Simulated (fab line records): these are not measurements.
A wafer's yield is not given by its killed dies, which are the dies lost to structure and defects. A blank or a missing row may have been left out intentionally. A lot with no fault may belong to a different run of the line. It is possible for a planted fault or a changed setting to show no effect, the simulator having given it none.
Problem report, 8D (eight disciplines) form, completed by code :: flow sky130 :: the parts of the form that need people (team, actions taken, sign-off) are left out

1. PROBLEM STATEMENT
Wafers free of any fault read 224.5 (standard deviation 1.6) for GATE_OXIDE_TW at SKY_GATE_OXIDE_TW_MEAS_14, against a mean of 30.1 on 3 wafers of 3 lots. That is -99 or more standard deviations from the usual mean.
First seen on wafer L244.6, day 18 12:32, on film metro-03. The record has a number at this step for 43 wafers belonging to 15 lots. Rule for "out", or "out of limits": more than 4 standard deviations from the usual mean. The rest of the wafers with a number are treated as sound.

2. WHAT IT IS, AND WHAT IT ISN'T
question: which readings at this step
is: GATE_OXIDE_TW
is not: -

question: which lots
is: L244, L246, L247
is not: L230, L231, L233, L234, L235, L236, L237, L240, L249, L251, L252, L253

question: which wafers of those lots
is: L244.6, L246.1, L247.6
is not: L244.2, L244.3, L246.4, L247.3

question: read on which gauges
is: film metro-02, film metro-03, film metro-04
is not: -

question: when
is: from day 18 12:32
is not: up to then (26 sound wafers); but 14 sound wafers of L246, L247, L249, L251, L252, L253 came after

3. SUSPECTS, AND WHAT RULES EACH OUT
Counting: a tool at a process step up to the reading stays a suspect if it ran every lot that is out. Sound lots after the first of them don't rule it out here, since some wafers of a struck lot are sound.
- the gauge at SKY_GATE_OXIDE_TW_MEAS_14 has been ruled out. The wafers that are out were read on 3 gauges (film metro-02, film metro-03, film metro-04).
- litho track-04 at SKY_GATE_OXIDE_DEVELOP_09 (develop time 60 s): kept. It ran every lot that is out, first L244 (day 18 12:01); its last sound lot up to then is L234 (day 15 06:11).
The count leaves litho track-04 at SKY_GATE_OXIDE_DEVELOP_09.

4. THE CAUSE (what the simulator had put in)
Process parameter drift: litho track-04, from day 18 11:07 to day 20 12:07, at SKY_GATE_OXIDE_DEVELOP_09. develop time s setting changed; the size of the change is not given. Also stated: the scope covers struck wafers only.
This tool alone remained once counting was done.

5. THE EFFECT CHAIN, in route order
One row per reading whose mean, taken over the struck wafers that have a number, lies over 3 standard deviations from the usual. Only readings whose record carries a usual standard deviation are examined. hours: median over the lots of the time between each lot's start at the first step of this table that gives one and its start at this step. sigmas: the change, counted in usual standard deviations.
hours: 0
step: SKY_GATE_OXIDE_TW_MEAS_14
reading: GATE_OXIDE_TW
usual: 224.5
on struck wafers: 30.1
change: -194.4
sigmas: -99 or more

hours: 719
step: SKY_PAD_OPEN_PROBE_99
reading: killed at front end
usual: 15
on struck wafers: 416
change: +401
sigmas: +95

hours: 719
step: SKY_PAD_OPEN_PROBE_99
reading: killed dies
usual: 86
on struck wafers: 492
change: +406
sigmas: +46

hours: 719
step: SKY_PAD_OPEN_PROBE_99
reading: killed on rim
usual: 17
on struck wafers: 96
change: +79
sigmas: +18
Here are the process steps it includes:
- SKY_PAD_OPEN_PROBE_99

6. HOW IT WOULD HAVE BEEN CAUGHT EARLIER
In this record the first reading out of limits at a measuring or inspecting step was taken at day 18 12:32, 1 hour after the fault began at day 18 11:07.
Among the 3 lots that are out, L246, L247 began SKY_GATE_OXIDE_DEVELOP_09 on litho track-04 after day 18 12:32. A hold on the tool at that time would have spared those 2.
